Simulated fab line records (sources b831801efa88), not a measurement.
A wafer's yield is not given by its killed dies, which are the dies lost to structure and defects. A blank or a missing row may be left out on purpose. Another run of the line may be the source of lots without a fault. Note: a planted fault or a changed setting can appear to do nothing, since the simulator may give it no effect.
fab line records ; flow sfqLine
record: lots: 6; wafers: 18; lastDay: 80
route steps=325 shown JJ@181
lots that met no fault: from a run of the same line without faults
startH: hours from the record's first day to the start of the lot's first wafer shown ; waitH: hours since the lot's step before ; " unchanged from the row above ; L1.1+2: one row covering several wafers at once ; - no value present, or no start provided ; * or withheld: withheld ; < > ~ a bound
route shown NAME@n: names a module that has steps shown in the file, with the first one's number in the route ; usual: mean/standard deviation taken from wafers without a fault ; same: alike in all rows ; chamber/n: place in a boat ; sites: readings site by site ; _std_site: standard deviation across them ; _edge_site: mean of outer sites minus mean of inner sites ; radiusMm: for every site, how far away it sits from the centre of the wafer ; mask NAME#n: copy n ; behind: the tool/chamber that last shaped the wafer ; hold: what put the lot on hold/how long, in hours/how the hold closed ; device: which transistor (n, p or np) failed to switch ; end of line: the route-end tests of the same wafers ; a step given without rows: its recipe and nothing more ; killed: dies lost to structure and defects at the first sort, not the wafer's yield ; map: per-die view of a wafer (x killed, . not killed, _ where there is no die)
set.NAME: setting as actually run; set.NAME@STEP: the setting as run at that earlier step ; model.NAME: the simulator's own value behind a step, which no gauge read
lots at some steps of the route; a table a step, a row a wafer
services: from which hour (startH, from the record's first day; less than 0 if before it) a tool's chamber was out of use, for how many hours, and why
== steps ==
step: SFQ_TRILAYER_JJ_TRILAYER_DEP_AL_OXIDATION_111
recipe: pressureMbar: 0.014667; oxidationTimeS: 600; temperatureK: 293
step: SFQ_TRILAYER_JJ_TRILAYER_DEP_SPUTTER_112
recipe: material: Nb; basePressurePa: 1.33e-06; chamberPressurePa: 0.1333; substrateTempC: 20; targetThkNm: 170; powerW: 2000; timeS: 113.3
usual: throttleValvePct: 30.2/1.1
lot.wafer;tool;chamber;startH;waitH;throttleValvePct
L709.1;pvdSputter-04;-;1042.37;0.5;31.2
L709.2;pvdSputter-04;-;1042.37;0.5;31.5
L709.6;pvdSputter-04;-;1042.37;0.5;31.4
L710.1;pvdSputter-04;-;1049.57;0.5;30.0
L710.2;pvdSputter-04;-;1049.57;0.5;31.3
L710.3;pvdSputter-04;-;1049.57;0.5;30.7
L711.3;pvdSputter-03;-;1054.35;0.5;31.1
L711.5;pvdSputter-03;-;1054.35;0.5;29.9
L711.6;pvdSputter-03;-;1054.35;0.5;28.9
L712.3;pvdSputter-03;-;1059.17;0.5;30.5
L712.5;pvdSputter-03;-;1059.17;0.5;30.3
L712.6;pvdSputter-03;-;1059.17;0.5;28.8
L714.2;pvdSputter-03;-;1066.97;0.5;28.8
L714.3;pvdSputter-03;-;1066.97;0.5;29.9
L714.6;pvdSputter-03;-;1066.97;0.5;28.8
L721.1;pvdSputter-03;-;1147.41;0.5;30.7
L721.3;pvdSputter-03;-;1147.41;0.5;31.1
L721.6;pvdSputter-03;-;1147.41;0.5;28.8
step: SFQ_JJ_RS_MEAS_929
recipe: thkMeasGauge: four-point-probe; reads: Nb_of_TRILAYER_JJ_TRILAYER_DEP_SPUTTER_112
usual: JJ_NB_RS: 1.051/0.014
lot.wafer;tool;chamber;startH;waitH;JJ_NB_RS[ohm/sq]
L709.1;filmMetro-02;-;1042.45;0.0;1.072
L709.2;filmMetro-02;-;1042.45;0.0;1.043
L709.6;filmMetro-02;-;1042.45;0.0;1.047
L710.1;filmMetro-01;-;1049.65;0.0;1.055
L710.2;filmMetro-01;-;1049.65;0.0;1.059
L710.3;filmMetro-01;-;1049.65;0.0;1.057
L711.3;filmMetro-01;-;1054.47;0.1;1.031
L711.5;filmMetro-01;-;1054.47;0.1;1.054
L711.6;filmMetro-01;-;1054.47;0.1;1.049
L712.3;filmMetro-04;-;1059.29;0.1;1.060
L712.5;filmMetro-04;-;1059.29;0.1;1.055
L712.6;filmMetro-04;-;1059.29;0.1;1.054
L714.2;filmMetro-01;-;1067.07;0.1;1.035
L714.3;filmMetro-01;-;1067.07;0.1;1.034
L714.6;filmMetro-01;-;1067.07;0.1;1.037
L721.1;filmMetro-01;-;1147.49;0.0;1.073
L721.3;filmMetro-01;-;1147.49;0.0;1.050
L721.6;filmMetro-01;-;1147.49;0.0;1.071
step: SFQ_TRILAYER_JJ_CE_LITHO_COAT_119
recipe: resist: BARC; spinRpm: 3000; resistThkNm: 62
step: SFQ_TRILAYER_JJ_CE_LITHO_COAT_114
recipe: resist: KrF; spinRpm: 3000; resistThkNm: 600
step: SFQ_TRILAYER_JJ_CE_LITHO_SOFTBAKE_118
recipe: tempC: withheld; timeS: withheld; resist: KrF
step: SFQ_TRILAYER_JJ_CE_LITHO_EXPOSE_115
recipe: maskId: J5; na: 0.6; sourceShape: conventional; sigmaOuter: 0.65; targetCdNm: 700; doseMj: 14.4
step: SFQ_TRILAYER_JJ_CE_LITHO_PEB_117
recipe: pebTempC: 115; pebTimeS: 60; resist: KrF
step: SFQ_TRILAYER_JJ_CE_LITHO_DEVELOP_116
recipe: timeS: 60; resist: KrF
step: SFQ_JJ_OVL_MEAS_931
usual: J5_OVL: 2/6.5
lot.wafer;tool;chamber;startH;waitH;J5_OVL[nm]
L709.1;overlay-02;-;1163.32;0.1;2
L709.2;overlay-02;-;1163.32;0.1;-5
L709.6;overlay-02;-;1163.32;0.1;-9
L710.1;overlay-02;-;1173.66;0.1;1
L710.2;overlay-02;-;1173.66;0.1;-5
L710.3;overlay-02;-;1173.66;0.1;0
L711.3;overlay-01;-;1182.20;0.1;8
L711.5;overlay-01;-;1182.20;0.1;5
L711.6;overlay-01;-;1182.20;0.1;1
L712.3;overlay-02;-;1190.60;0.1;6
L712.5;overlay-02;-;1190.60;0.1;6
L712.6;overlay-02;-;1190.60;0.1;8
L714.2;overlay-02;-;1200.19;0.1;-1
L714.3;overlay-02;-;1200.19;0.1;7
L714.6;overlay-02;-;1200.19;0.1;-2
L721.1;overlay-01;-;1305.09;0.1;0
L721.3;overlay-01;-;1305.09;0.1;0
L721.6;overlay-01;-;1305.09;0.1;12
step: SFQ_TRILAYER_JJ_CE_METRO_MEASURE_117
usual: cdNm: 700.3/1.4
lot.wafer;tool;chamber;startH;waitH;cdNm
L709.1;cdSem-01;-;1163.36;0.0;700.8
L709.2;cdSem-01;-;1163.36;0.0;701.4
L709.6;cdSem-01;-;1163.36;0.0;701.1
L710.1;cdSem-02;-;1173.70;0.0;701.9
L710.2;cdSem-02;-;1173.70;0.0;701.9
L710.3;cdSem-02;-;1173.70;0.0;701.6
L711.3;cdSem-01;-;1182.62;0.4;700.0
L711.5;cdSem-01;-;1182.62;0.4;701.2
L711.6;cdSem-01;-;1182.62;0.4;700.6
L712.3;cdSem-02;-;1191.02;0.4;703.4
L712.5;cdSem-02;-;1191.02;0.4;701.6
L712.6;cdSem-02;-;1191.02;0.4;702.0
L714.2;cdSem-02;-;1200.42;0.2;698.8
L714.3;cdSem-02;-;1200.42;0.2;698.2
L714.6;cdSem-02;-;1200.42;0.2;699.4
L721.1;cdSem-01;-;1305.12;0.0;700.5
L721.3;cdSem-01;-;1305.12;0.0;700.9
L721.6;cdSem-01;-;1305.12;0.0;700.7
step: SFQ_TRILAYER_JJ_CE_BARC_OPEN_RIE_150
recipe: maskMaterial: PR; chemistry: O2; targetDepthNm: 240; target: BARC; icpW: 600; biasW: 80; pressureMtorr: 10; timeS: 80
usual: biasW: 80.00/0.28; drypumpMotorCurrentA: 5.12/0.16; oesProductAu: 0.539/0.0045
lot.wafer;tool;chamber;startH;waitH;biasW;drypumpMotorCurrentA;oesProductAu;rfHoursCounterH
L709.1;rieMetal-03;1;1164.56;1.0;79.79;5.43;0.539;97
L709.2;rieMetal-03;0;1164.56;1.0;80.02;5.30;0.531;108
L709.6;rieMetal-03;0;1164.56;1.0;79.86;5.32;0.531;-
L710.1;rieMetal-01;0;1174.90;1.0;79.91;5.08;0.542;10
L710.2;rieMetal-01;1;1174.90;1.0;79.93;5.16;0.531;145
L710.3;rieMetal-01;0;1174.90;1.0;79.85;5.06;0.538;-
L711.3;rieMetal-01;1;1183.45;0.6;92.30;5.17;0.538;-
L711.5;rieMetal-01;1;1183.45;0.6;92.26;5.16;0.539;-
L711.6;rieMetal-01;0;1183.45;0.6;92.20;5.07;0.537;-
L712.3;rieMetal-01;0;1191.85;0.6;92.35;5.08;0.541;-
L712.5;rieMetal-01;0;1191.85;0.6;92.69;5.08;0.534;-
L712.6;rieMetal-01;1;1191.85;0.6;91.96;5.16;0.545;-
L714.2;rieMetal-03;0;1201.42;0.8;79.98;5.29;0.541;112
L714.3;rieMetal-03;0;1201.42;0.8;80.17;5.31;0.536;-
L714.6;rieMetal-03;0;1201.42;0.8;80.21;5.30;0.534;-
L721.1;rieMetal-04;0;1306.32;1.0;79.55;5.05;0.543;144
L721.3;rieMetal-04;0;1306.32;1.0;79.69;5.07;0.541;-
L721.6;rieMetal-04;0;1306.32;1.0;79.69;5.06;0.534;-
step: SFQ_TRILAYER_JJ_CE_ETCH_RIE_118
recipe: target: Nb; stopOn: Al2O3; maskMaterial: PR; taperDeg: 13.257; overEtchFrac: 0.15; timeS: 97.7; chemistry: SF6; targetDepthNm: 170; icpW: 600; biasW: 80; pressureMtorr: 10
usual: biasW: 79.95/0.23; drypumpMotorCurrentA: 5.12/0.16; oesProductAu: 0.992/0.0079
lot.wafer;tool;chamber;startH;waitH;biasW;drypumpMotorCurrentA;oesProductAu;rfHoursCounterH
L709.1;rieMetal-03;1;1164.65;0.1;80.10;5.42;0.984;97
L709.2;rieMetal-03;0;1164.65;0.1;80.43;5.31;0.992;108
L709.6;rieMetal-03;0;1164.65;0.1;80.12;5.31;0.990;-
L710.1;rieMetal-01;0;1174.99;0.1;80.23;5.05;0.984;10
L710.2;rieMetal-01;1;1174.99;0.1;80.20;5.18;0.983;145
L710.3;rieMetal-01;0;1174.99;0.1;80.13;5.05;0.984;-
L711.3;rieMetal-01;1;1183.55;0.1;79.99;5.16;1.006;-
L711.5;rieMetal-01;1;1183.55;0.1;80.04;5.17;0.998;-
L711.6;rieMetal-01;0;1183.55;0.1;79.74;5.05;0.989;-
L712.3;rieMetal-01;0;1191.95;0.1;80.10;5.07;0.984;-
L712.5;rieMetal-01;0;1191.95;0.1;80.07;5.07;0.982;-
L712.6;rieMetal-01;1;1191.95;0.1;79.91;5.16;0.999;-
L714.2;rieMetal-03;0;1201.51;0.1;79.87;5.29;0.999;112
L714.3;rieMetal-03;0;1201.51;0.1;80.03;5.30;0.988;-
L714.6;rieMetal-03;0;1201.51;0.1;80.11;5.30;0.994;-
L721.1;rieMetal-04;0;1306.41;0.1;80.14;5.06;0.986;144
L721.3;rieMetal-04;0;1306.41;0.1;79.85;5.07;0.994;-
L721.6;rieMetal-04;0;1306.41;0.1;79.90;5.07;0.989;-
== services ==
tool;chamber;startH;hours;kind
cdSem-02;-;1020.28;0.8;pm
rieMetal-01;-;1025.45;1.4;pm
cdSem-02;-;1037.60;0.4;pm
rieMetal-04;-;1043.53;6.1;repair
cdSem-02;-;1044.36;5.1;repair
cdSem-01;-;1049.42;0.5;pm
rieMetal-04;0;1055.49;16.3;repair
cdSem-02;-;1056.55;16.1;repair
rieMetal-01;0;1056.92;15.5;repair
rieMetal-03;1;1079.16;8.3;repair
cdSem-01;-;1093.91;3.4;pm
cdSem-02;-;1102.01;0.6;pm
pvdSputter-04;-;1102.19;5.2;repair
cdSem-01;-;1126.09;0.1;pm
rieMetal-03;-;1134.19;2.8;pm
cdSem-01;-;1164.56;1.1;pm
cdSem-02;-;1165.70;0.5;pm
cdSem-02;-;1181.90;0.3;pm
rieMetal-03;-;1197.77;1.3;repair
cdSem-02;-;1221.60;0.8;pm
cdSem-01;-;1230.04;0.3;pm
cdSem-01;-;1277.91;1.7;pm
rieMetal-01;1;1281.49;6.9;repair
cdSem-02;-;1286.01;0.4;pm
== key ==
firstSign: step: SFQ_TRILAYER_JJ_CE_BARC_OPEN_RIE_150; reading: biasW; direction: up; sigmas: 45; usual: 80.00; struck: 92.29
effect none on later readings
metAt SFQ_TRILAYER_JJ_CE_BARC_OPEN_RIE_150
struckWafers L711.3,L711.5,L711.6,L712.3,L712.5,L712.6
onsetBetween 1174.90 1183.45
fault: kind: processParameterDrift; tool: rieMetal-01; chamber: -; onsetH: 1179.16; steps: SFQ_TRILAYER_JJ_CE_BARC_OPEN_RIE_150; channel: biasW; offset: 12.303; shape: step; endH: 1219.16; actsIn: theseRecipesOnly; stated: 80
